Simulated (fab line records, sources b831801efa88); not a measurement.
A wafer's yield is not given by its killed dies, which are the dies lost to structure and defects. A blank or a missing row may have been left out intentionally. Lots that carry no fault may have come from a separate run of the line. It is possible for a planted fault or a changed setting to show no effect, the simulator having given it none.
Matching of chambers -- flow sky130 -- 3 sister chambers for SKY_PASSIVATION_CVD_00 on pecvd-04
The step deposits SiO2, target thk 90 nm. 14 wafers are shown with their chamber, then 7 later ones without.

== WAFERS, EACH WITH ITS CHAMBER ==
wafer,chamber,rfFwdPowerW (W),heaterPowerOuterW (W),heaterPowerW (W)
L533.3,1,588.9,395,654
L533.5,1,589.4,405,684
L533.6,2,583.9,304,551
L534.1,1,588.8,410,665
L534.2,0,588.5,361,619
L534.5,2,585.2,308,551
L535.2,2,587.5,348,612
L535.3,1,587.4,309,552
L535.5,0,589.8,331,560
L536.1,0,594.4,321,568
L536.4,1,589.0,382,624
L536.5,2,585.1,263,499
L537.1,2,586.4,351,614
L537.2,0,590.3,339,578

SIGNATURES, as means of the wafers listed above
reading,chamber 0,chamber 1,chamber 2,scatter within a chamber
rfFwdPowerW,590.750,588.700,585.620,1.63
heaterPowerOuterW,338.00,380.20,314.80,34.3
heaterPowerW,581.25,635.80,565.40,44.8
Rule: for a wafer and a chamber, the distance is found by dividing, reading by reading, the gap between the wafer's reading and the chamber's mean by the reading's scatter, squaring, summing and taking the root. If the next closest chamber is less than 2 further off than the closest, the wafer can't be placed; otherwise it belongs to the closest. The scatter: take each reading less its chamber's mean, square it, sum over the shown wafers, divide by the number of wafers less the number of chambers, and take the root.

== WAFERS MISSING THEIR CHAMBER ==
wafer,rfFwdPowerW (W),heaterPowerOuterW (W),heaterPowerW (W)
L537.5,589.3,346,604
L541.3,589.2,379,631
L541.5,592.7,380,644
L541.6,582.1,334,566
L552.1,590.1,309,561
L552.2,585.6,295,548
L552.4,589.5,308,567

== CHAMBER TAKEN BY EACH ==
wafer,from the rows above,in truth
L537.5,can't be placed: 0 or 1 or 2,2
L541.3,can't be placed: 1 or 0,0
L541.5,can't be placed: 0 or 1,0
L541.6,2,2
L552.1,can't be placed: 0 or 2 or 1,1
L552.2,2,2
L552.4,can't be placed: 0 or 2 or 1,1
Placed correctly: 2 of 7. Not placeable from these rows: 5 (in 5, the candidates include the true chamber). Wrongly placed: 0.
